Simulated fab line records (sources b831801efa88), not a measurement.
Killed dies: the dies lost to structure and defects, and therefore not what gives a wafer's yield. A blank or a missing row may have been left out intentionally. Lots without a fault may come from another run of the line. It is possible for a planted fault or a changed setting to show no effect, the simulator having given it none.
Matching of chambers | flow gf180mcu | GF_V5_CMP_26 on cmp-01: 4 sister chambers
The step polishes, stops on SiO2, t overpolish 15 s, target thk 0 nm. 8 wafers are shown with their chamber, then 7 later ones without.

## EACH WAFER AND ITS CHAMBER
wafer  | chamber | motor current A (A) | time to endpoint s (s)
L075.5 | 2       | 10.1                | 88
L077.1 | 0       | 11.6                | 79
L077.2 | 1       | 11.2                | 88
L078.1 | 0       | 12.3                | 84
L078.2 | 3       | 12.6                | 94
L078.5 | 1       | 10.7                | 86
L082.2 | 3       | 13.0                | 93
L082.3 | 2       | 10.0                | 91

## WAFERS MISSING THEIR CHAMBER
wafer  | motor current A (A) | time to endpoint s (s)
L082.5 | 9.9                 | 91
L091.1 | 11.3                | 89
L091.3 | 12.6                | 80
L091.5 | 12.6                | 93
L096.1 | 12.6                | 88
L096.2 | 12.7                | 100
L096.4 | 9.6                 | 92

## CHAMBER TAKEN BY EACH
wafer  | from the rows above     | in truth
L082.5 | 2                       | 2
L091.1 | 1                       | 1
L091.3 | 0                       | 0
L091.5 | 3                       | 3
L096.1 | can't be placed: 3 or 0 | 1
L096.2 | 3                       | 3
L096.4 | 2                       | 2
Placed correctly: 6 of 7. From these rows, 1 cannot be placed; in 0 the true chamber is one of the candidates. 0 placed wrongly.
How it was worked out, from the rows above alone: a wafer's distance from a chamber is the root of the sum, over the readings, of the square of ((its reading less the chamber's mean) divided by the reading's scatter). If the next closest chamber is less than 2 further off than the closest, the wafer can't be placed; otherwise it belongs to the closest. For every chamber, the mean is computed from those of its wafers that are shown. The scatter is the square root of a quotient: the sum, over the shown wafers, of each reading's squared deviation from its chamber's mean, divided by wafers minus chambers.
